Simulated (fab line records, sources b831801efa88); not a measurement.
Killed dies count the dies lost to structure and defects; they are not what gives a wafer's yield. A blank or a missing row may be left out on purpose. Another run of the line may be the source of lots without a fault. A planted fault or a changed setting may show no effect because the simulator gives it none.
What tool caused it? / flow sky130 / 13 lots with 39 wafers sampled at 5 steps, on a route of 708 steps

WHAT EACH GAUGE READ, for each wafer
SKY_PWDE_OVL_MEAS_07. Usual: PWDE_OVL typically reads 0.8 nm, with standard deviation 1.3.
lot=L733; measured=day 3 17:22; on=overlay-01; PWDE_OVL (nm)=0.8 0.1 3.6; flag=
lot=L737; measured=day 4 21:55; on=overlay-01; PWDE_OVL (nm)=1.6 1.8 1.1; flag=
lot=L738; measured=day 5 04:19; on=overlay-01; PWDE_OVL (nm)=4.2 3.0 4.0; flag=
lot=L740; measured=day 5 14:25; on=overlay-01; PWDE_OVL (nm)=2.8 3.1 2.1; flag=
lot=L743; measured=day 6 06:59; on=overlay-02; PWDE_OVL (nm)=0.8 -0.1 0.5; flag=
lot=L745; measured=day 6 15:32; on=overlay-01; PWDE_OVL (nm)=1.4 0.6 1.6; flag=
lot=L746; measured=day 6 22:46; on=overlay-01; PWDE_OVL (nm)=0.3 0.0 0.0; flag=
lot=L747; measured=day 7 04:16; on=overlay-01; PWDE_OVL (nm)=0.8 0.2 0.3; flag=
lot=L748; measured=day 7 08:34; on=overlay-01; PWDE_OVL (nm)=0.3 -0.1 0.4; flag=
lot=L751; measured=day 8 06:13; on=overlay-01; PWDE_OVL (nm)=1.7 2.8 2.6; flag=
lot=L752; measured=day 8 10:31; on=overlay-01; PWDE_OVL (nm)=-0.7 1.4 0.1; flag=
lot=L754; measured=day 8 18:19; on=overlay-02; PWDE_OVL (nm)=0.1 2.1 0.3; flag=
lot=L755; measured=day 9 01:22; on=overlay-02; PWDE_OVL (nm)=2.3 1.6 -1.5; flag=

SKY_NWELL_OVL_MEAS_23. Usual: NWELL_01_OVL typically reads -0.5 nm, with standard deviation 1.3.
lot=L733; measured=day 5 04:56; on=overlay-01; NWELL_01_OVL (nm)=0.0 -0.7 0.0; flag=
lot=L737; measured=day 6 11:31; on=overlay-02; NWELL_01_OVL (nm)=-0.5 0.5 1.4; flag=
lot=L738; measured=day 6 17:34; on=overlay-01; NWELL_01_OVL (nm)=-1.1 -1.6 -0.8; flag=
lot=L740; measured=day 7 04:23; on=overlay-01; NWELL_01_OVL (nm)=-0.3 -0.4 -2.5; flag=
lot=L743; measured=day 7 22:41; on=overlay-02; NWELL_01_OVL (nm)=0.0 -2.2 -2.4; flag=
lot=L745; measured=day 8 09:31; on=overlay-02; NWELL_01_OVL (nm)=-2.0 -1.1 -0.6; flag=
lot=L746; measured=day 8 16:25; on=overlay-02; NWELL_01_OVL (nm)=-0.1 0.6 -1.1; flag=
lot=L747; measured=day 8 22:16; on=overlay-01; NWELL_01_OVL (nm)=-1.2 -1.3 -0.1; flag=
lot=L748; measured=day 9 02:04; on=overlay-01; NWELL_01_OVL (nm)=0.4 1.9 1.3; flag=
lot=L751; measured=day 10 01:04; on=overlay-01; NWELL_01_OVL (nm)=-1.7 -0.9 0.7; flag=
lot=L752; measured=day 10 06:55; on=overlay-02; NWELL_01_OVL (nm)=1.6 -1.6 1.3; flag=
lot=L754; measured=day 10 14:58; on=overlay-01; NWELL_01_OVL (nm)=-2.2 1.6 -0.5; flag=
lot=L755; measured=day 10 22:47; on=overlay-01; NWELL_01_OVL (nm)=-2.7 -1.2 -1.6; flag=

SKY_VT_ADJUST_LVTN_TW_MEAS_21. Usual: VT_ADJUST_LVTN_2_TW typically reads 187.4, with standard deviation 1.8.
lot=L733; measured=day 7 14:45; on=film_metro-01; VT_ADJUST_LVTN_2_TW=187.5 188.5 188.9; flag=
lot=L737; measured=day 9 00:20; on=film_metro-02; VT_ADJUST_LVTN_2_TW=186.4 188.0 187.5; flag=
lot=L738; measured=day 9 09:24; on=film_metro-03; VT_ADJUST_LVTN_2_TW=188.8 187.6 189.0; flag=
lot=L740; measured=day 9 20:53; on=film_metro-01; VT_ADJUST_LVTN_2_TW=187.6 187.7 188.2; flag=
lot=L743; measured=day 10 17:08; on=film_metro-02; VT_ADJUST_LVTN_2_TW=184.9 185.8 185.6; flag=
lot=L745; measured=day 11 03:49; on=film_metro-02; VT_ADJUST_LVTN_2_TW=186.7 185.3 186.8; flag=
lot=L746; measured=day 11 10:56; on=film_metro-02; VT_ADJUST_LVTN_2_TW=186.0 184.6 186.4; flag=
lot=L747; measured=day 11 18:57; on=film_metro-01; VT_ADJUST_LVTN_2_TW=185.4 185.3 184.7; flag=
lot=L748; measured=day 11 20:51; on=film_metro-02; VT_ADJUST_LVTN_2_TW=186.5 185.7 186.5; flag=
lot=L751; measured=day 12 23:47; on=film_metro-03; VT_ADJUST_LVTN_2_TW=190.4 189.7 190.7; flag=
lot=L752; measured=day 13 07:01; on=film_metro-01; VT_ADJUST_LVTN_2_TW=185.7 185.4 184.9; flag=
lot=L754; measured=day 13 13:17; on=film_metro-02; VT_ADJUST_LVTN_2_TW=187.2 185.3 186.8; flag=
lot=L755; measured=day 13 23:17; on=film_metro-03; VT_ADJUST_LVTN_2_TW=189.8 190.4 190.5; flag=

SKY_SONOS_ONO_CD_MEAS_13 targets a cd of 410 nm. Usual: cd_nm reads 410.8 nm (standard deviation 2.1).
lot=L733; measured=day 12 10:05; on=cd_sem-02; cd_nm (nm)=411.1 411.1 411.6; flag=
lot=L737; measured=day 14 16:25; on=cd_sem-01; cd_nm (nm)=412.2 412.4 412.6; flag=
lot=L738; measured=day 14 16:52; on=cd_sem-01; cd_nm (nm)=413.3 413.0 415.2; flag=
lot=L740; measured=day 15 04:27; on=cd_sem-02; cd_nm (nm)=410.0 410.7 411.5; flag=
lot=L743; measured=day 16 09:31; on=cd_sem-01; cd_nm (nm)=414.1 413.9 413.4; flag=
lot=L745; measured=day 16 17:39; on=cd_sem-02; cd_nm (nm)=411.9 412.4 411.1; flag=
lot=L746; measured=day 17 05:16; on=cd_sem-02; cd_nm (nm)=408.8 409.3 408.9; flag=
lot=L747; measured=day 17 14:33; on=cd_sem-02; cd_nm (nm)=405.2 408.1 409.8; flag=
lot=L748; measured=day 17 14:26; on=cd_sem-01; cd_nm (nm)=408.2 412.1 407.3; flag=
lot=L751; measured=day 18 18:49; on=cd_sem-02; cd_nm (nm)=380.7 383.1 379.3 381.0 383.5 378.8; flag=OFF
lot=L752; measured=day 19 05:59; on=cd_sem-02; cd_nm (nm)=384.2 383.0 381.8 384.0 383.1 382.2; flag=OFF
lot=L754; measured=day 19 12:10; on=cd_sem-01; cd_nm (nm)=411.8 408.5 409.2; flag=
lot=L755; measured=day 20 09:25; on=cd_sem-02; cd_nm (nm)=409.3 408.2 410.1; flag=

WHICH TOOL RAN EACH LOT (tool, then ch and the chambers of the sampled wafers, then the start)
lot=L733; SKY_SONOS_ONO_EXPOSE_10=iline_stepper-01 ch 0, day 11 21:54
lot=L737; SKY_SONOS_ONO_EXPOSE_10=iline_stepper-02 ch 0, day 14 03:14
lot=L738; SKY_SONOS_ONO_EXPOSE_10=iline_stepper-01 ch 0, day 14 03:28
lot=L740; SKY_SONOS_ONO_EXPOSE_10=iline_stepper-02 ch 0, day 14 16:28
lot=L743; SKY_SONOS_ONO_EXPOSE_10=iline_stepper-02 ch 0, day 15 20:43
lot=L745; SKY_SONOS_ONO_EXPOSE_10=iline_stepper-02 ch 0, day 16 04:27
lot=L746; SKY_SONOS_ONO_EXPOSE_10=iline_stepper-01 ch 0, day 16 15:35
lot=L747; SKY_SONOS_ONO_EXPOSE_10=iline_stepper-02 ch 0, day 17 00:46
lot=L748; SKY_SONOS_ONO_EXPOSE_10=iline_stepper-01 ch 0, day 17 00:26
lot=L751; SKY_SONOS_ONO_EXPOSE_10=iline_stepper-02 ch 0, day 18 03:49
lot=L752; SKY_SONOS_ONO_EXPOSE_10=iline_stepper-02 ch 0, day 18 14:56
lot=L754; SKY_SONOS_ONO_EXPOSE_10=iline_stepper-01 ch 0, day 18 22:10
lot=L755; SKY_SONOS_ONO_EXPOSE_10=iline_stepper-01 ch 0, day 19 18:46
- SKY_SONOS_ONO_EXPOSE_10: exposes mask ONOM, target cd 410 nm.

AS READ BY THE TOOLS THEMSELVES (means over the sampled wafers that have a number; for cases with no such wafer, the mark the record gives instead)
SKY_SONOS_ONO_EXPOSE_10. Usual: exposure_dose_mJ_cm2 reads 149.18 (standard deviation 0.16).
lot=L733 tool=iline_stepper-01 exposure_dose_mJ_cm2=149.20 flag=
lot=L737 tool=iline_stepper-02 exposure_dose_mJ_cm2=149.23 flag=
lot=L738 tool=iline_stepper-01 exposure_dose_mJ_cm2=149.25 flag=
lot=L740 tool=iline_stepper-02 exposure_dose_mJ_cm2=149.00 flag=
lot=L743 tool=iline_stepper-02 exposure_dose_mJ_cm2=149.20 flag=
lot=L745 tool=iline_stepper-02 exposure_dose_mJ_cm2=149.31 flag=
lot=L746 tool=iline_stepper-01 exposure_dose_mJ_cm2=149.15 flag=
lot=L747 tool=iline_stepper-02 exposure_dose_mJ_cm2=149.23 flag=
lot=L748 tool=iline_stepper-01 exposure_dose_mJ_cm2=149.07 flag=
lot=L751 tool=iline_stepper-02 exposure_dose_mJ_cm2=166.41 flag=OFF
lot=L752 tool=iline_stepper-02 exposure_dose_mJ_cm2=166.32 flag=OFF
lot=L754 tool=iline_stepper-01 exposure_dose_mJ_cm2=149.02 flag=
lot=L755 tool=iline_stepper-01 exposure_dose_mJ_cm2=149.17 flag=

THE ANSWER, worked out from the rows above alone
Rule: lot off if the mean of its wafers having a number is beyond 3 standard deviations from the usual mean. A lot without any number at a reading at which 4 lots or more have one is off too. Any other lot the step has rows for is counted as sound. The gauges are gone through in route order, then the tools' own readings, and for those a lot's mean is taken as printed above. The first step at which some lot is off is used, and at that step the reading that is off furthest; a lot without a number counts as furthest.
Off at SKY_SONOS_ONO_CD_MEAS_13 (cd_nm): L751, L752.
If a tool, at a process step before that reading, ran all the lots that are off and no sound lot after the first of them, it fits. The gauges at SKY_SONOS_ONO_CD_MEAS_13 aren't tried: what is off there is off at SKY_SONOS_ONO_EXPOSE_10 too, on other tools, and a gauge's error can't cause that. One candidate fits, namely iline_stepper-02 at SKY_SONOS_ONO_EXPOSE_10. A fault onset in the window from L747 (day 17 00:46, its last sound lot) to L751 (day 18 03:49, its first lot off) fits.
On the lots that are off, the tool's own readings at SKY_SONOS_ONO_EXPOSE_10 differ by more than 5 times the standard deviation of the sound lots' means, which bears it out; exposure_dose_mJ_cm2 reads 166.37 there versus 149.17 on the sound lots.

WHAT HAD BEEN PUT IN BY THE SIMULATOR
Drift in process parameters on iline_stepper-02 at SKY_SONOS_ONO_EXPOSE_10, starting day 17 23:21. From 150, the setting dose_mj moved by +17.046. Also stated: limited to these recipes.
Shown lots that were struck: L751, L752. Same finding as the rule above.
